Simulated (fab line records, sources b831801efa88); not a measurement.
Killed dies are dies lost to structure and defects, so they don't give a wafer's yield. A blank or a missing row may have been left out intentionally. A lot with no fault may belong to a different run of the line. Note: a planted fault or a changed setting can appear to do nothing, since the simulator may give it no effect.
One fault through the eyes of 2 desks :: flow gf180mcu :: what lay behind the numbers comes last; until then each desk has only its own

## FOR THE TOOL OWNER'S DESK: pecvd-01
The tool's own readings at GF_MIM_CVD_05 (deposits Si3N4, target thk 42 nm, time 29.086 s): means of the sampled wafers that have a number, for each lot that ran on this tool. Any lot whose mean is over 4 standard deviations away from the usual mean is out of limits and marked OUT; that distance is given in the brackets.
Columns: A = heater-power-w at GF_MIM_CVD_05, usual 698 W; B = run-length-s at GF_MIM_CVD_05, usual 56.8 s
lot: L869
first seen here: day 24 10:02
A: 689
B: 57.0

lot: L870
first seen here: day 24 16:35
A: 698
B: 57.0

lot: L871
first seen here: day 25 03:14
A: 712
B: 56.7

lot: L872
first seen here: day 25 07:08
A: 717
B: 56.8

lot: L873
first seen here: day 25 21:02
A: 705
B: 56.8

lot: L874
first seen here: day 26 07:22
A: 695
B: 56.4

lot: L884
first seen here: day 29 07:31
A: 684
B: 56.2

lot: L887
first seen here: day 30 07:41
A: 691
B: 56.2
This desk's verdict: no lot among the 8 shows anything out of limits.

## THE METROLOGY DESK
What the gauges read for every lot (on any tool): the sampled wafers with a number, averaged. Any lot whose mean is over 4 standard deviations away from the usual mean is out of limits and marked OUT; that distance is given in the brackets.
Columns: A = MIM_CVD_05_THK at GF_MIM_THK_MEAS_06, usual 42.0 nm
lot: L869
first seen here: day 24 10:04
A: 41.9

lot: L870
first seen here: day 24 16:37
A: 42.4

lot: L871
first seen here: day 25 03:16
A: 42.1

lot: L872
first seen here: day 25 07:10
A: 41.7

lot: L873
first seen here: day 25 21:05
A: 41.7

lot: L874
first seen here: day 26 07:24
A: 42.0

lot: L878
first seen here: day 27 12:54
A: 42.3

lot: L884
first seen here: day 29 07:34
A: 40.8

lot: L887
first seen here: day 30 07:43
A: 40.9

lot: L888
first seen here: day 30 11:39
A: 42.4

lot: L889
first seen here: day 30 18:35
A: 42.4

lot: L892
first seen here: day 31 10:08
A: 41.7
This desk's verdict: no lot among the 12 shows anything out of limits.

## BROUGHT TOGETHER
Nothing out of limits was seen by the tool owner's desk.
The metrology desk saw nothing out of limits.

## WHAT THE SIMULATOR HAD INSERTED
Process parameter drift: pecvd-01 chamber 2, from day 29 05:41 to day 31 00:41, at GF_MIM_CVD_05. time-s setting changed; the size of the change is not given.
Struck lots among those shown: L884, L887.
